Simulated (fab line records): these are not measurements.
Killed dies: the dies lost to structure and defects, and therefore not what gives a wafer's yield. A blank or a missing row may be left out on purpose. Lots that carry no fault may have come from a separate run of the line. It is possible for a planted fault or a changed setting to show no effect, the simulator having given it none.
What tool caused it?	flow gf180mcu	13 lots, 39 wafers sampled, at 5 steps of a route of 602

== WHAT EACH GAUGE READ, for each wafer ==
GF_VT_IMPLANT_OVL_MEAS_29. Usual: VT_IMPLANT_02_OVL typically reads 1.4 nm, with standard deviation 1.5.
lot	measured	on	VT_IMPLANT_02_OVL (nm)	flag
L100	day 6 21:46	overlay-01	2.7 3.2 1.3	
L101	day 7 01:04	overlay-01	1.9 1.7 1.4	
L102	day 7 07:55	overlay-02	0.4 0.0 0.6	
L103	day 7 16:44	overlay-01	0.1 -0.1 1.2	
L104	day 7 21:10	overlay-02	-0.5 -0.3 0.4	
L105	day 8 06:44	overlay-02	1.4 1.6 1.3	
L114	day 10 15:16	overlay-01	-2.0 -1.4 -0.7	
L117	day 11 14:40	overlay-02	0.2 1.1 2.1	
L118	day 11 17:49	overlay-01	1.0 2.3 2.2	
L119	day 12 01:01	overlay-01	0.1 -0.2 -2.1	
L120	day 12 05:19	overlay-02	-1.1 0.4 0.4	
L121	day 12 13:52	overlay-01	2.0 2.2 2.3	
L122	day 12 20:25	overlay-02	0.6 -0.1 1.1	

GF_DUAL_GATE_OVL_MEAS_11. Usual: DUAL_GATE_OVL typically reads -0.4 nm, with standard deviation 1.4.
lot	measured	on	DUAL_GATE_OVL (nm)	flag
L100	day 8 09:23	overlay-01	-1.0 0.3 -1.1	
L101	day 8 12:32	overlay-02	-2.0 -2.1 -2.5	
L102	day 8 18:56	overlay-02	1.2 1.7 0.9	
L103	day 9 05:58	overlay-01	-1.1 -1.5 -0.5	
L104	day 9 09:50	overlay-02	1.6 0.1 0.2	
L105	day 9 19:29	overlay-02	0.5 -0.6 0.2	
L114	day 12 06:26	overlay-01	- - -	OFF
L117	day 13 07:40	overlay-01	-1.3 -0.5 -3.0	
L118	day 13 14:35	overlay-02	-2.9 -1.8 -2.9	
L119	day 13 19:05	overlay-01	-1.3 -1.2 -2.6	
L120	day 13 23:37	overlay-02	2.1 0.1 0.1	
L121	day 14 08:56	overlay-01	1.6 1.3 -0.6	
L122	day 14 16:58	overlay-01	-0.1 -0.8 0.1	

GF_CONTACT_THK_MEAS_01. Usual: CONTACT_CVD_00_THK typically reads 302 nm, with standard deviation 3.6.
lot	measured	on	CONTACT_CVD_00_THK (nm)	flag
L100	day 15 05:19	film metro-01	301 299 303	
L101	day 15 15:04	film metro-03	307 300 300	
L102	day 15 19:51	film metro-04	310 300 302	
L103	day 16 06:58	film metro-03	304 297 300	
L104	day 16 12:08	film metro-01	308 300 303	
L105	day 17 01:05	film metro-01	299 302 300	
L117	day 21 13:50	film metro-04	307 302 304	
L118	day 21 17:21	film metro-01	308 301 308	
L119	day 22 00:14	film metro-04	296 299 302	
L120	day 22 04:47	film metro-04	301 299 297	
L121	day 22 14:49	film metro-04	305 296 304	
L122	day 22 23:02	film metro-01	300 304 304	

== TOOL THAT RAN EACH LOT (tool first, then ch and the chambers of the sampled wafers, then the start) ==
lot	GF_DUAL_GATE_EXPOSE_08	GF_SALICIDE_RTA_06
L100	iline stepper-01 ch 0, day 8 01:04	rtp anneal-02 ch 0, day 15 04:59
L101	iline stepper-01 ch 0, day 8 04:10	rtp anneal-02 ch 0, day 15 14:44
L102	iline stepper-01 ch 0, day 8 11:11	rtp anneal-02 ch 0, day 15 19:31
L103	iline stepper-01 ch 0, day 8 21:49	rtp anneal-01 ch 0, day 16 06:32
L104	iline stepper-01 ch 0, day 9 01:34	rtp anneal-01 ch 0, day 16 11:49
L105	iline stepper-01 ch 0, day 9 11:01	rtp anneal-01 ch 0, day 17 00:39
L114	iline stepper-01 ch 0, day 11 21:23	-
L117	iline stepper-01 ch 0, day 12 22:10	rtp anneal-01 ch 0, day 21 13:29
L118	iline stepper-01 ch 0, day 13 04:35	rtp anneal-02 ch 0, day 21 17:01
L119	iline stepper-01 ch 0, day 13 09:23	rtp anneal-02 ch 0, day 21 23:53
L120	iline stepper-01 ch 0, day 13 13:43	rtp anneal-02 ch 0, day 22 04:27
L121	iline stepper-01 ch 0, day 13 22:22	rtp anneal-02 ch 0, day 22 14:28
L122	iline stepper-02 ch 0, day 14 06:00	rtp anneal-02 ch 0, day 22 22:42
- GF_DUAL_GATE_EXPOSE_08: exposes mask Dualgate, target cd 700 nm.
- GF_SALICIDE_RTA_06: time 30 s.

== AS READ BY THE TOOLS THEMSELVES (means over the sampled wafers that have a number; for cases with no such wafer, the mark the record gives instead) ==
GF_SALICIDE_RTA_06. Usual: lamp power pct 6.67 %, standard deviation 0.19; wafer_temp_C_max 531.9, standard deviation 0.41.
lot	tool	lamp power pct (%)	wafer_temp_C_max	flag
L100	rtp anneal-02	6.48	531.8	
L101	rtp anneal-02	6.48	531.6	
L102	rtp anneal-02	6.48	531.7	
L103	rtp anneal-01	6.87	532.0	
L104	rtp anneal-01	6.86	532.1	
L105	rtp anneal-01	6.86	532.0	
L117	rtp anneal-01	6.86	531.8	
L118	rtp anneal-02	6.48	531.5	
L119	rtp anneal-02	6.48	531.7	
L120	rtp anneal-02	6.48	532.1	
L121	rtp anneal-02	6.48	532.0	
L122	rtp anneal-02	6.48	531.6	

== THE ANSWER, worked out from the rows above alone ==
Rule: a lot is off if the mean of its wafers that have a number lies more than 3 standard deviations from the usual mean. Also off: a lot with no number at a reading for which 4 or more lots have one. All remaining lots with rows at the step are treated as sound. After the gauges, taken in route order, come the tools' own readings; for these a lot's mean is taken, as printed above. At the first step where some lot is off, the reading lying furthest off is the one used; lots without a number count as furthest.
Off: L114, at GF_DUAL_GATE_OVL_MEAS_11 (DUAL_GATE_OVL). Without a number there: L114.
If a tool, at a process step before that reading, ran all the lots that are off and no sound lot after the first of them, it fits. Gauges at GF_DUAL_GATE_OVL_MEAS_11: tried the same way as those tools. Not one of the candidates tried fits.

== WHAT WAS PUT IN BY THE SIMULATOR ==
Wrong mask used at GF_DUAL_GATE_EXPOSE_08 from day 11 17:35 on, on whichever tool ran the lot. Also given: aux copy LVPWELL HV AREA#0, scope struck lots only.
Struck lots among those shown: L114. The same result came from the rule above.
